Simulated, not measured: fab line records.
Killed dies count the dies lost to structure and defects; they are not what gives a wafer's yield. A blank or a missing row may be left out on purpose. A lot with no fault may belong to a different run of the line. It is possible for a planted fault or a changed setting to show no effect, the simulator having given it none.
Which of the tools did it? :: flow sky130 :: 12 lots with 36 wafers sampled at 3 steps, on a route of 708 steps

WHAT THE GAUGES READ, wafer by wafer
The record holds no reading of a measuring or inspecting step that can be judged against a usual standard deviation.

WHAT TOOL EACH LOT RAN ON (gives the tool, then ch and the chambers of the sampled wafers, and finally the start)
lot: L844
SKY_CAP2M_METAL_ETCH_13: rie_metal-04 ch 0,1, day 40 22:24
SKY_CAP2M_STRIP_14: plasma_asher-03 ch 0,1, day 40 22:29
SKY_METAL4_ETCH_17: rie_diel-02 ch 1,3, day 41 23:11

lot: L846
SKY_CAP2M_METAL_ETCH_13: rie_metal-02 ch 0,1, day 41 05:06
SKY_CAP2M_STRIP_14: plasma_asher-04 ch 0,1, day 41 05:11
SKY_METAL4_ETCH_17: rie_diel-04 ch 1,2,3, day 42 04:32

lot: L848
SKY_CAP2M_METAL_ETCH_13: rie_metal-03 ch 0,1, day 43 01:35
SKY_CAP2M_STRIP_14: plasma_asher-02 ch 1, day 43 01:40
SKY_METAL4_ETCH_17: rie_diel-02 ch 0,1,2, day 44 00:59

lot: L851
SKY_CAP2M_METAL_ETCH_13: rie_metal-04 ch 0,1, day 43 02:12
SKY_CAP2M_STRIP_14: plasma_asher-03 ch 0,1, day 43 02:17
SKY_METAL4_ETCH_17: rie_diel-01 ch 1,2,3, day 44 01:20

lot: L852
SKY_CAP2M_METAL_ETCH_13: rie_metal-02 ch 0,1, day 43 04:56
SKY_CAP2M_STRIP_14: plasma_asher-04 ch 0, day 43 05:01
SKY_METAL4_ETCH_17: rie_diel-02 ch 1,2,3, day 44 04:23

lot: L853
SKY_CAP2M_METAL_ETCH_13: rie_metal-03 ch 0,1, day 43 14:57
SKY_CAP2M_STRIP_14: plasma_asher-03 ch 0,1, day 43 15:02
SKY_METAL4_ETCH_17: rie_diel-01 ch 1,2,3, day 44 14:01

lot: L854
SKY_CAP2M_METAL_ETCH_13: rie_metal-03 ch 0,1, day 43 17:33
SKY_CAP2M_STRIP_14: plasma_asher-04 ch 0,1, day 43 17:38
SKY_METAL4_ETCH_17: rie_diel-01 ch 1,2,3, day 44 16:26

lot: L858
SKY_CAP2M_METAL_ETCH_13: rie_metal-02 ch 0,1, day 45 02:35
SKY_CAP2M_STRIP_14: plasma_asher-02 ch 0,1, day 45 02:41
SKY_METAL4_ETCH_17: rie_diel-01 ch 0,1,3, day 46 00:29

lot: L859
SKY_CAP2M_METAL_ETCH_13: rie_metal-03 ch 0,1, day 45 07:18
SKY_CAP2M_STRIP_14: plasma_asher-02 ch 0,1, day 45 07:26
SKY_METAL4_ETCH_17: rie_diel-04 ch 1,2, day 46 05:17

lot: L862
SKY_CAP2M_METAL_ETCH_13: rie_metal-03 ch 0,1, day 45 23:30
SKY_CAP2M_STRIP_14: plasma_asher-02 ch 1, day 45 23:35
SKY_METAL4_ETCH_17: rie_diel-01 ch 0,1,2, day 46 20:37

lot: L864
SKY_CAP2M_METAL_ETCH_13: rie_metal-04 ch 0,1, day 46 03:35
SKY_CAP2M_STRIP_14: plasma_asher-03 ch 0,1, day 46 03:40
SKY_METAL4_ETCH_17: rie_diel-01 ch 0,1,2, day 47 00:39

lot: L865
SKY_CAP2M_METAL_ETCH_13: rie_metal-04 ch 0, day 46 10:50
SKY_CAP2M_STRIP_14: plasma_asher-04 ch 0,1, day 46 10:55
SKY_METAL4_ETCH_17: rie_diel-02 ch 0,1,2, day 47 07:31
- SKY_CAP2M_METAL_ETCH_13: etches TiN in Cl2/BCl3, stops on SiO2, target depth 220 nm, time 62.9 s.
- SKY_CAP2M_STRIP_14: strips in O2/N2.
- SKY_METAL4_ETCH_17: etches SiO2 in C4F8/O2/Ar, stops on TiN, time 3.9 s, target depth 15 nm.

WHAT THE TOOLS THEMSELVES READ (means of the sampled wafers that have a number; where no wafer has one, the mark that the record gives instead)
SKY_CAP2M_METAL_ETCH_13. Usual: drypump_motor_current_A 5.7 A, standard deviation 0.57; oes_product_au 0.942 a.u., standard deviation 0.0066; rf_fwd_power_W 892.4 W, standard deviation 3; throttle_valve_pct 21.900 %, standard deviation 0.0095.
lot: L844
tool: rie_metal-04
drypump_motor_current_A (A): 6.0
oes_product_au (a.u.): 0.939
rf_fwd_power_W (W): 893.4
throttle_valve_pct (%): 21.913
flag: 

lot: L846
tool: rie_metal-02
drypump_motor_current_A (A): 5.9
oes_product_au (a.u.): 0.947
rf_fwd_power_W (W): 895.3
throttle_valve_pct (%): 21.896
flag: 

lot: L848
tool: rie_metal-03
drypump_motor_current_A (A): 5.0
oes_product_au (a.u.): 0.947
rf_fwd_power_W (W): 893.1
throttle_valve_pct (%): 21.897
flag: 

lot: L851
tool: rie_metal-04
drypump_motor_current_A (A): 6.0
oes_product_au (a.u.): 0.948
rf_fwd_power_W (W): 889.0
throttle_valve_pct (%): 21.894
flag: 

lot: L852
tool: rie_metal-02
drypump_motor_current_A (A): 5.9
oes_product_au (a.u.): 0.940
rf_fwd_power_W (W): 893.4
throttle_valve_pct (%): 21.892
flag: 

lot: L853
tool: rie_metal-03
drypump_motor_current_A (A): 5.3
oes_product_au (a.u.): 0.930
rf_fwd_power_W (W): 893.1
throttle_valve_pct (%): 21.899
flag: 

lot: L854
tool: rie_metal-03
drypump_motor_current_A (A): 5.0
oes_product_au (a.u.): 0.949
rf_fwd_power_W (W): 893.4
throttle_valve_pct (%): 21.900
flag: 

lot: L858
tool: rie_metal-02
drypump_motor_current_A (A): 5.9
oes_product_au (a.u.): 0.940
rf_fwd_power_W (W): 891.7
throttle_valve_pct (%): 21.899
flag: 

lot: L859
tool: rie_metal-03
drypump_motor_current_A (A): 5.3
oes_product_au (a.u.): 0.940
rf_fwd_power_W (W): 941.4
throttle_valve_pct (%): 21.902
flag: OFF

lot: L862
tool: rie_metal-03
drypump_motor_current_A (A): 5.3
oes_product_au (a.u.): 0.946
rf_fwd_power_W (W): 941.1
throttle_valve_pct (%): 21.902
flag: OFF

lot: L864
tool: rie_metal-04
drypump_motor_current_A (A): 6.0
oes_product_au (a.u.): 0.949
rf_fwd_power_W (W): 891.6
throttle_valve_pct (%): 21.895
flag: 

lot: L865
tool: rie_metal-04
drypump_motor_current_A (A): 6.0
oes_product_au (a.u.): 0.937
rf_fwd_power_W (W): 887.3
throttle_valve_pct (%): 21.903
flag: 

SKY_CAP2M_STRIP_14. Usual: drypump_motor_current_A 5.7 A, standard deviation 0.44; oes_product_au 0.710 a.u., standard deviation 0.0044; strip_time_to_endpoint_s 12.67 s, standard deviation 0.062.
lot: L844
tool: plasma_asher-03
drypump_motor_current_A (A): 6.0
oes_product_au (a.u.): 0.708
strip_time_to_endpoint_s (s): 12.65
flag: 

lot: L846
tool: plasma_asher-04
drypump_motor_current_A (A): 5.5
oes_product_au (a.u.): 0.705
strip_time_to_endpoint_s (s): 12.68
flag: 

lot: L848
tool: plasma_asher-02
drypump_motor_current_A (A): 5.5
oes_product_au (a.u.): 0.712
strip_time_to_endpoint_s (s): 12.74
flag: 

lot: L851
tool: plasma_asher-03
drypump_motor_current_A (A): 6.0
oes_product_au (a.u.): 0.710
strip_time_to_endpoint_s (s): 12.68
flag: 

lot: L852
tool: plasma_asher-04
drypump_motor_current_A (A): 6.3
oes_product_au (a.u.): 0.710
strip_time_to_endpoint_s (s): 12.74
flag: 

lot: L853
tool: plasma_asher-03
drypump_motor_current_A (A): 6.0
oes_product_au (a.u.): 0.710
strip_time_to_endpoint_s (s): 12.70
flag: 

lot: L854
tool: plasma_asher-04
drypump_motor_current_A (A): 5.9
oes_product_au (a.u.): 0.714
strip_time_to_endpoint_s (s): 12.61
flag: 

lot: L858
tool: plasma_asher-02
drypump_motor_current_A (A): 5.4
oes_product_au (a.u.): 0.712
strip_time_to_endpoint_s (s): 12.61
flag: 

lot: L859
tool: plasma_asher-02
drypump_motor_current_A (A): 5.4
oes_product_au (a.u.): 0.708
strip_time_to_endpoint_s (s): 12.60
flag: 

lot: L862
tool: plasma_asher-02
drypump_motor_current_A (A): 5.5
oes_product_au (a.u.): 0.708
strip_time_to_endpoint_s (s): 12.66
flag: 

lot: L864
tool: plasma_asher-03
drypump_motor_current_A (A): 6.0
oes_product_au (a.u.): 0.711
strip_time_to_endpoint_s (s): 12.56
flag: 

lot: L865
tool: plasma_asher-04
drypump_motor_current_A (A): 5.5
oes_product_au (a.u.): 0.712
strip_time_to_endpoint_s (s): 12.66
flag: 

SKY_METAL4_ETCH_17. Usual: oes_product_au 0.754 a.u., standard deviation 0.0067; rf_fwd_power_W 1469 W, standard deviation 5.5.
lot: L844
tool: rie_diel-02
oes_product_au (a.u.): 0.746
rf_fwd_power_W (W): 1469
flag: 

lot: L846
tool: rie_diel-04
oes_product_au (a.u.): 0.753
rf_fwd_power_W (W): 1468
flag: 

lot: L848
tool: rie_diel-02
oes_product_au (a.u.): 0.751
rf_fwd_power_W (W): 1470
flag: 

lot: L851
tool: rie_diel-01
oes_product_au (a.u.): 0.762
rf_fwd_power_W (W): 1466
flag: 

lot: L852
tool: rie_diel-02
oes_product_au (a.u.): 0.755
rf_fwd_power_W (W): 1474
flag: 

lot: L853
tool: rie_diel-01
oes_product_au (a.u.): 0.756
rf_fwd_power_W (W): 1467
flag: 

lot: L854
tool: rie_diel-01
oes_product_au (a.u.): 0.750
rf_fwd_power_W (W): 1471
flag: 

lot: L858
tool: rie_diel-01
oes_product_au (a.u.): 0.745
rf_fwd_power_W (W): 1472
flag: 

lot: L859
tool: rie_diel-04
oes_product_au (a.u.): 0.730
rf_fwd_power_W (W): 1469
flag: OFF

lot: L862
tool: rie_diel-01
oes_product_au (a.u.): 0.731
rf_fwd_power_W (W): 1471
flag: OFF

lot: L864
tool: rie_diel-01
oes_product_au (a.u.): 0.755
rf_fwd_power_W (W): 1469
flag: 

lot: L865
tool: rie_diel-02
oes_product_au (a.u.): 0.749
rf_fwd_power_W (W): 1469
flag: 

THE ANSWER, worked out from the rows above alone
Rule: lot off if the mean of its wafers having a number is beyond 3 standard deviations from the usual mean. Also off: a lot with no number at a reading for which 4 or more lots have one. Any other lot the step has rows for is counted as sound. The gauges are gone through in route order, then the tools' own readings, and for those a lot's mean is taken as printed above. The first step at which some lot is off is used, and at that step the reading that is off furthest; a lot without a number counts as furthest.
Off: L859, L862 (SKY_CAP2M_METAL_ETCH_13, rf_fwd_power_W).
If a tool, at that step or one of the process steps before it, ran each lot that is off and ran no sound lot following the first of them, it fits. One candidate fits, namely rie_metal-03 at SKY_CAP2M_METAL_ETCH_13. Its last sound lot is L854 (day 43 17:33), its first lot that is off L859 (day 45 07:18): a fault that began between those two fits.
On the lots that are off, the tool's own readings at SKY_CAP2M_METAL_ETCH_13 differ by more than 5 times the standard deviation of the sound lots' means, which bears it out; rf_fwd_power_W reads 941.2 W there versus 892.1 W on the sound lots.

WHAT THE SIMULATOR HAD PUT IN
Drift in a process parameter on rie_metal-03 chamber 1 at SKY_CAP2M_METAL_ETCH_13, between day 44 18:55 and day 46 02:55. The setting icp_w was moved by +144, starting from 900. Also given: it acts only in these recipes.
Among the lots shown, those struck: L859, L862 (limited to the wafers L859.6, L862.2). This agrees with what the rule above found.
